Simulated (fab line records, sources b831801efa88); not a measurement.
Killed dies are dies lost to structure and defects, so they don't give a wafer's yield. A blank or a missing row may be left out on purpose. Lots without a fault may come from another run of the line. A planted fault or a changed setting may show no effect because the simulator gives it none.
Which tool did it? | flow sky130 | 24 lots, 72 wafers sampled, at 6 steps of a route of 708

WHAT THE GAUGES READ, wafer by wafer
SKY_VT_ADJUST_HVTP_OVL_MEAS_08. Usual: VT_ADJUST_HVTP_OVL -0.9 nm, standard deviation 1.3.
lot  | measured     | on         | VT_ADJUST_HVTP_OVL (nm) | flag
L074 | day 7 20:16  | overlay-02 | -4.0 -0.5 -0.9          |
L075 | day 7 21:06  | overlay-02 | -0.2 -0.3 0.1           |
L076 | day 7 21:50  | overlay-01 | -0.5 -0.4 0.2           |
L077 | day 7 22:26  | overlay-02 | -0.6 -1.3 -0.8          |
L078 | day 7 23:46  | overlay-01 | -0.3 1.3 -0.2           |
L079 | day 8 00:00  | overlay-01 | -1.3 -0.1 -0.5          |
L080 | day 8 00:22  | overlay-01 | -3.6 -2.0 -1.9          |
L081 | day 8 00:37  | overlay-01 | -0.6 -1.2 0.4           |
L082 | day 8 00:50  | overlay-01 | 0.3 -0.8 -1.0           |
L083 | day 8 01:13  | overlay-02 | 0.9 0.3 0.4             |
L084 | day 8 01:19  | overlay-02 | -0.6 -1.0 -0.1          |
L085 | day 8 01:34  | overlay-02 | 0.3 -0.5 1.6            |
L086 | day 8 01:41  | overlay-02 | -3.9 -3.6 -5.2          |
L087 | day 8 01:56  | overlay-01 | -1.0 -2.3 -1.5          |
L088 | day 12 15:36 | overlay-02 | 0.2 -3.0 -1.2           |
L089 | day 13 00:00 | overlay-02 | 0.4 0.2 -1.6            |
L093 | day 13 02:59 | overlay-01 | -1.1 -2.2 -3.2          |
L091 | day 13 03:39 | overlay-02 | -1.8 -0.5 -1.6          |
L092 | day 13 04:59 | overlay-02 | 0.1 -1.3 -0.6           |
L094 | day 13 05:28 | overlay-02 | -0.3 -0.8 -0.4          |
L090 | day 13 05:56 | overlay-01 | -0.3 1.7 1.2            |
L095 | day 13 06:08 | overlay-01 | -0.9 -1.5 -0.9          |
L097 | day 13 08:01 | overlay-01 | -1.5 -1.4 -1.3          |
L096 | day 13 09:19 | overlay-01 | 0.1 -2.5 -1.4           |

SKY_VT_ADJUST_LVTN_TW_MEAS_21. Usual: VT_ADJUST_LVTN_2_TW 185.8, standard deviation 1.1.
lot  | measured     | on            | VT_ADJUST_LVTN_2_TW | flag
L074 | day 8 15:56  | film_metro-04 | 187.0 186.2 186.5   |
L075 | day 8 19:05  | film_metro-03 | 187.4 185.8 187.3   |
L076 | day 9 01:47  | film_metro-01 | 185.5 186.2 185.7   |
L077 | day 9 04:32  | film_metro-01 | 185.0 186.0 183.6   |
L078 | day 9 06:40  | film_metro-04 | 186.7 186.7 187.7   |
L079 | day 9 08:49  | film_metro-01 | 185.4 184.9 185.2   |
L080 | day 9 09:11  | film_metro-04 | 187.0 187.6 187.2   |
L081 | day 9 10:17  | film_metro-01 | 184.7 185.7 185.8   |
L082 | day 9 10:40  | film_metro-01 | 185.5 184.6 184.7   |
L083 | day 9 12:47  | film_metro-01 | 184.2 184.3 185.6   |
L084 | day 9 13:05  | film_metro-01 | 184.6 185.2 186.0   |
L085 | day 9 13:55  | film_metro-01 | 185.6 185.7 185.1   |
L086 | day 9 14:13  | film_metro-01 | 185.7 185.5 184.7   |
L087 | day 9 15:18  | film_metro-03 | 186.5 187.1 187.7   |
L088 | day 14 19:53 | film_metro-03 | 184.5 185.0 186.7   |
L089 | day 15 04:50 | film_metro-04 | 187.8 188.4 188.0   |
L093 | day 15 07:08 | film_metro-04 | 187.0 186.0 188.2   |
L091 | day 15 08:15 | film_metro-01 | 185.7 184.9 184.6   |
L092 | day 15 09:56 | film_metro-03 | 186.8 184.3 184.9   |
L094 | day 15 10:14 | film_metro-01 | 185.1 185.7 185.7   |
L090 | day 15 10:50 | film_metro-03 | 185.6 185.9 186.2   |
L095 | day 15 11:31 | film_metro-03 | 185.5 185.5 185.6   |
L097 | day 15 13:25 | film_metro-01 | 185.7 184.9 185.5   |
L096 | day 15 14:56 | film_metro-04 | 186.7 188.3 187.0   |

SKY_LDD_P_CD_MEAS_07: target cd 380 nm. Usual: cd_nm 379.8 nm, standard deviation 2.6.
lot  | measured     | on        | cd_nm (nm)        | flag
L074 | day 20 11:53 | cd_sem-01 | 375.5 380.9 379.0 |
L075 | day 20 19:31 | cd_sem-01 | 379.1 376.9 379.0 |
L076 | day 21 00:31 | cd_sem-01 | 380.3 382.3 379.7 |
L077 | day 21 09:19 | cd_sem-01 | 380.6 378.4 378.2 |
L078 | day 21 12:26 | cd_sem-01 | 385.2 384.1 385.6 |
L079 | day 21 16:53 | cd_sem-01 | 382.3 383.8 382.7 |
L080 | day 21 17:52 | cd_sem-01 | 381.9 381.9 383.3 |
L081 | day 21 19:49 | cd_sem-02 | 377.7 376.6 378.2 |
L082 | day 21 20:05 | cd_sem-01 | 377.8 378.2 376.4 |
L083 | day 21 20:28 | cd_sem-01 | 380.9 378.9 382.3 |
L084 | day 21 21:11 | cd_sem-02 | 376.7 379.2 380.4 |
L085 | day 22 01:31 | cd_sem-01 | 378.3 379.5 381.7 |
L086 | day 22 01:49 | cd_sem-02 | 379.5 380.6 384.0 |
L087 | day 21 23:41 | cd_sem-02 | 376.7 374.7 377.0 |
L088 | day 27 21:43 | cd_sem-02 | 378.9 379.1 378.2 |
L089 | day 28 10:05 | cd_sem-02 | 380.4 379.3 378.0 |
L093 | day 28 13:01 | cd_sem-02 | 384.1 382.1 384.1 |
L091 | day 28 13:58 | cd_sem-01 | 378.6 379.7 379.6 |
L092 | day 28 15:26 | cd_sem-02 | 377.3 377.8 376.3 |
L094 | day 28 16:49 | cd_sem-02 | 379.2 377.8 377.7 |
L090 | day 28 18:34 | cd_sem-01 | 384.9 384.7 384.1 |
L095 | day 28 23:21 | cd_sem-02 | 375.8 378.0 380.1 |
L097 | day 28 23:35 | cd_sem-02 | 380.5 378.4 377.9 |
L096 | day 29 00:40 | cd_sem-01 | 378.2 380.7 383.8 |

SKY_SD_P_OVL_MEAS_08. Usual: SD_P_OVL 1.5 nm, standard deviation 1.3.
lot  | measured     | on         | SD_P_OVL (nm) | flag
L074 | day 27 00:10 | overlay-02 | 2.6 1.2 1.3   |
L075 | day 27 07:41 | overlay-01 | -0.4 2.0 1.4  |
L076 | day 27 12:24 | overlay-01 | 2.1 1.3 1.4   |
L077 | day 27 20:55 | overlay-02 | 2.8 0.5 -1.7  |
L078 | day 27 23:37 | overlay-02 | 2.1 0.3 1.3   |
L079 | day 28 03:14 | overlay-02 | 1.9 1.8 1.1   |
L080 | day 28 04:08 | overlay-01 | -0.8 1.5 1.1  |
L081 | day 28 05:36 | overlay-01 | 2.6 2.1 1.2   |
L082 | day 28 05:08 | overlay-01 | 4.6 3.0 2.6   |
L083 | day 28 05:01 | overlay-02 | 0.5 1.7 1.9   |
L084 | day 28 06:25 | overlay-01 | 1.2 -1.1 -1.2 |
L085 | day 28 11:37 | overlay-02 | 2.1 2.4 1.3   |
L086 | day 28 12:12 | overlay-01 | 1.4 0.7 1.0   |
L087 | day 28 08:08 | overlay-01 | 0.2 1.0 -0.5  |
L088 | day 33 22:50 | overlay-01 | 2.4 1.0 1.5   |
L089 | day 34 11:53 | overlay-01 | 1.0 0.6 -1.6  |
L093 | day 34 12:29 | overlay-02 | 0.3 1.1 2.0   |
L091 | day 34 14:59 | overlay-01 | 0.3 0.7 1.6   |
L092 | day 34 14:40 | overlay-01 | -0.4 0.3 0.0  |
L094 | day 34 16:31 | overlay-01 | 0.6 1.3 2.1   |
L090 | day 34 19:25 | overlay-01 | 2.3 2.5 2.3   |
L095 | day 34 20:20 | overlay-01 | 3.1 3.0 3.6   |
L097 | day 34 21:16 | overlay-02 | 3.5 2.0 4.5   |
L096 | day 35 00:47 | overlay-01 | 3.8 4.4 1.9   |

SKY_METAL1_CD_MEAS_15: target cd 140 nm. Usual: cd_nm 139.4 nm, standard deviation 1.5.
lot  | measured     | on        | cd_nm (nm)        | flag
L074 | day 34 10:34 | cd_sem-01 | 139.1 138.8 137.8 |
L075 | day 34 15:01 | cd_sem-01 | 137.3 138.6 138.0 |
L076 | day 34 18:50 | cd_sem-02 | 140.4 139.5 140.8 |
L077 | day 35 05:40 | cd_sem-01 | 140.8 138.9 139.5 |
L078 | day 35 06:32 | cd_sem-01 | 139.8 137.8 137.1 |
L079 | day 35 09:43 | cd_sem-02 | 138.8 139.8 140.0 |
L080 | day 35 10:04 | cd_sem-01 | 140.6 140.2 139.7 |
L081 | day 35 11:52 | cd_sem-02 | 136.7 137.0 136.3 |
L082 | day 35 11:30 | cd_sem-01 | 139.8 139.7 140.4 |
L083 | day 35 10:26 | cd_sem-02 | 140.1 139.6 139.1 |
L084 | day 35 13:30 | cd_sem-01 | 141.0 138.9 139.9 |
L085 | day 35 17:22 | cd_sem-02 | 139.6 138.9 139.6 |
L086 | day 35 18:08 | cd_sem-02 | 138.1 138.8 138.7 |
L087 | day 35 16:19 | cd_sem-02 | 140.2 139.3 139.1 |
L088 | day 40 21:16 | cd_sem-02 | 141.6 140.1 140.5 |
L089 | day 41 09:14 | cd_sem-01 | 140.9 140.3 141.0 |
L093 | day 41 10:21 | cd_sem-02 | 140.6 141.0 140.6 |
L091 | day 41 13:19 | cd_sem-02 | 141.6 141.7 141.5 |
L092 | day 41 11:01 | cd_sem-02 | 137.4 139.3 137.0 |
L094 | day 41 13:21 | cd_sem-01 | 139.8 140.3 139.6 |
L090 | day 41 15:16 | cd_sem-02 | 136.8 137.8 138.0 |
L095 | day 41 17:25 | cd_sem-02 | 138.3 137.7 137.5 |
L097 | day 41 18:31 | cd_sem-02 | 143.3 142.7 142.4 |
L096 | day 41 19:45 | cd_sem-01 | 139.7 138.6 140.4 |

SKY_CAP2M_OVL_MEAS_12. Usual: CAP2M_OVL -1.1 nm, standard deviation 1.5.
lot  | measured     | on         | CAP2M_OVL (nm) | flag
L074 | day 42 12:21 | overlay-01 | 0.2 0.6 -2.4   |
L075 | day 42 17:06 | overlay-02 | -0.2 0.7 -0.2  |
L076 | day 42 20:00 | overlay-01 | -2.4 -2.2 -1.9 |
L077 | day 43 05:57 | overlay-02 | 2.0 0.8 -2.4   |
L078 | day 43 06:33 | overlay-02 | -2.1 -0.2 -2.1 |
L079 | day 43 08:42 | overlay-01 | -2.8 -1.5 -2.4 |
L080 | day 43 09:00 | overlay-02 | -0.1 -1.1 2.9  |
L081 | day 43 11:06 | overlay-01 | -0.2 -0.1 0.0  |
L082 | day 43 09:54 | overlay-01 | 0.1 2.0 1.8    |
L083 | day 43 09:36 | overlay-02 | -1.4 -1.0 0.7  |
L084 | day 43 11:24 | overlay-02 | 0.6 1.4 -0.1   |
L085 | day 43 19:18 | overlay-02 | -1.1 -2.8 -2.2 |
L086 | day 43 19:24 | overlay-01 | -3.2 -2.9 -2.1 |
L087 | day 43 19:01 | overlay-02 | -1.5 -2.1 -2.5 |
L088 | day 48 04:00 | overlay-01 | -2.6 -0.3 -2.1 |
L089 | day 48 13:59 | overlay-02 | 0.3 -3.1 -2.1  |
L093 | day 48 22:00 | overlay-01 | 1.9 0.4 0.0    |
L091 | day 48 16:46 | overlay-01 | -1.5 -1.4 -1.7 |
L092 | day 48 15:24 | overlay-02 | 0.7 -0.2 0.3   |
L094 | day 48 17:14 | overlay-02 | -4.3 -3.0 -3.2 |
L090 | day 48 18:39 | overlay-01 | 0.2 -1.9 0.7   |
L095 | day 48 19:22 | overlay-01 | -1.1 -3.1 -2.5 |
L097 | day 48 20:06 | overlay-01 | -3.0 -2.9 -3.0 |
L096 | day 48 21:03 | overlay-02 | -1.1 -1.5 -0.2 |

WHICH TOOL RAN EACH LOT (tool, then ch and the chambers of the sampled wafers, then the start)
The record holds no process step before these readings.

WHAT THE TOOLS THEMSELVES READ (means of the sampled wafers that have a number; where no wafer has one, the mark that the record gives instead)
The record holds no such reading with a usual standard deviation.

THE ANSWER, worked out from the rows above alone
Rule: a lot is off if the mean of its wafers that have a number lies more than 3 standard deviations from the usual mean. A lot without any number at a reading at which 4 lots or more have one is off too. The other lots that the step has rows for count as sound. The gauges are gone through in route order, then the tools' own readings, and for those a lot's mean is taken as printed above. The first step at which some lot is off is used, and at that step the reading that is off furthest; a lot without a number counts as furthest.
No lot is off at any reading shown: from this, nothing can be told.

WHAT THE SIMULATOR HAD PUT IN
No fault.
